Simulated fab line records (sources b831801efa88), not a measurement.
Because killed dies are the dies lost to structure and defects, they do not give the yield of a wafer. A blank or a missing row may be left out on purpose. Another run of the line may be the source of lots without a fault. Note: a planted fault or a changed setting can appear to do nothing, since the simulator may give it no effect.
Chamber matching / flow sky130 / 4 sister chambers for SKY_VIA3_ETCH_14 on rie_diel-02
The step etches BARC in N2/H2, stops on SiO2, time 45.9 s, target depth 60 nm. 22 wafers are shown with their chamber, then 11 later ones without.

## WAFERS PAIRED WITH THEIR CHAMBERS
wafer=L074.2; chamber=1; oes_product_au (a.u.)=0.861; throttle_valve_pct (%)=13.226
wafer=L074.4; chamber=3; oes_product_au (a.u.)=0.855; throttle_valve_pct (%)=13.226
wafer=L074.6; chamber=0; oes_product_au (a.u.)=0.851; throttle_valve_pct (%)=13.232
wafer=L078.1; chamber=3; oes_product_au (a.u.)=0.854; throttle_valve_pct (%)=13.222
wafer=L078.5; chamber=2; oes_product_au (a.u.)=0.860; throttle_valve_pct (%)=13.225
wafer=L078.6; chamber=3; oes_product_au (a.u.)=0.866; throttle_valve_pct (%)=13.236
wafer=L079.1; chamber=1; oes_product_au (a.u.)=0.857; throttle_valve_pct (%)=13.230
wafer=L079.2; chamber=0; oes_product_au (a.u.)=0.851; throttle_valve_pct (%)=13.225
wafer=L079.3; chamber=2; oes_product_au (a.u.)=0.861; throttle_valve_pct (%)=13.225
wafer=L085.1; chamber=2; oes_product_au (a.u.)=0.850; throttle_valve_pct (%)=13.232
wafer=L085.4; chamber=0; oes_product_au (a.u.)=0.851; throttle_valve_pct (%)=13.203
wafer=L085.5; chamber=3; oes_product_au (a.u.)=0.856; throttle_valve_pct (%)=13.239
wafer=L086.1; chamber=1; oes_product_au (a.u.)=0.854; throttle_valve_pct (%)=13.212
wafer=L086.2; chamber=2; oes_product_au (a.u.)=0.852; throttle_valve_pct (%)=13.212
wafer=L086.3; chamber=0; oes_product_au (a.u.)=0.858; throttle_valve_pct (%)=13.215
wafer=L086.4; chamber=3; oes_product_au (a.u.)=0.859; throttle_valve_pct (%)=13.225
wafer=L086.5; chamber=3; oes_product_au (a.u.)=0.853; throttle_valve_pct (%)=13.225
wafer=L086.6; chamber=0; oes_product_au (a.u.)=0.851; throttle_valve_pct (%)=13.221
wafer=L088.3; chamber=1; oes_product_au (a.u.)=0.858; throttle_valve_pct (%)=13.226
wafer=L088.4; chamber=3; oes_product_au (a.u.)=0.853; throttle_valve_pct (%)=13.223
wafer=L088.5; chamber=2; oes_product_au (a.u.)=0.851; throttle_valve_pct (%)=13.226
wafer=L089.4; chamber=0; oes_product_au (a.u.)=0.856; throttle_valve_pct (%)=13.226

SIGNATURES (means of the wafers above)
reading=oes_product_au; chamber 0=0.85300; chamber 1=0.85750; chamber 2=0.85480; chamber 3=0.85657; scatter within a chamber=0.00419
reading=throttle_valve_pct; chamber 0=13.22033; chamber 1=13.22350; chamber 2=13.22400; chamber 3=13.22800; scatter within a chamber=0.00813
Rule: a wafer lies at a distance from a chamber equal to the root of the sum of squares, over the readings, of (its reading less the chamber's mean, divided by the reading's scatter). If the next closest chamber is less than 2 further off than the closest, the wafer can't be placed; otherwise it belongs to the closest. How the scatter is found: for the shown wafers, subtract from each reading the mean of its chamber, square and add these, divide the total by (wafers less chambers), then take the root.

## WAFERS MISSING THEIR CHAMBER
wafer=L089.5; oes_product_au (a.u.)=0.850; throttle_valve_pct (%)=13.225
wafer=L089.6; oes_product_au (a.u.)=0.858; throttle_valve_pct (%)=13.235
wafer=L092.2; oes_product_au (a.u.)=0.850; throttle_valve_pct (%)=13.237
wafer=L092.3; oes_product_au (a.u.)=0.854; throttle_valve_pct (%)=13.226
wafer=L092.5; oes_product_au (a.u.)=0.850; throttle_valve_pct (%)=13.230
wafer=L095.3; oes_product_au (a.u.)=0.854; throttle_valve_pct (%)=13.225
wafer=L095.4; oes_product_au (a.u.)=0.858; throttle_valve_pct (%)=13.237
wafer=L095.5; oes_product_au (a.u.)=0.844; throttle_valve_pct (%)=13.227
wafer=L097.1; oes_product_au (a.u.)=0.854; throttle_valve_pct (%)=13.237
wafer=L097.3; oes_product_au (a.u.)=0.854; throttle_valve_pct (%)=13.212
wafer=L097.4; oes_product_au (a.u.)=0.846; throttle_valve_pct (%)=13.223

## WHICH CHAMBER EACH ONE RAN IN
wafer=L089.5; from the rows above=can't be placed: 0 or 2 or 3 or 1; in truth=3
wafer=L089.6; from the rows above=can't be placed: 3 or 1 or 2 or 0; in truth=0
wafer=L092.2; from the rows above=can't be placed: 3 or 2 or 0 or 1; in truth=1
wafer=L092.3; from the rows above=can't be placed: 2 or 3 or 0 or 1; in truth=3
wafer=L092.5; from the rows above=can't be placed: 2 or 0 or 3 or 1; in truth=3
wafer=L095.3; from the rows above=can't be placed: 2 or 0 or 3 or 1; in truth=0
wafer=L095.4; from the rows above=can't be placed: 3 or 1 or 2 or 0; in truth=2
wafer=L095.5; from the rows above=can't be placed: 0 or 2 or 3 or 1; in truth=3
wafer=L097.1; from the rows above=can't be placed: 3 or 2 or 1 or 0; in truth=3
wafer=L097.3; from the rows above=can't be placed: 0 or 2 or 1 or 3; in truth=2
wafer=L097.4; from the rows above=can't be placed: 0 or 2 or 3 or 1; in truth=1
Placed correctly: 0 of 11. From these rows, 11 cannot be placed; in 11 the true chamber is one of the candidates. Number placed wrongly: 0.
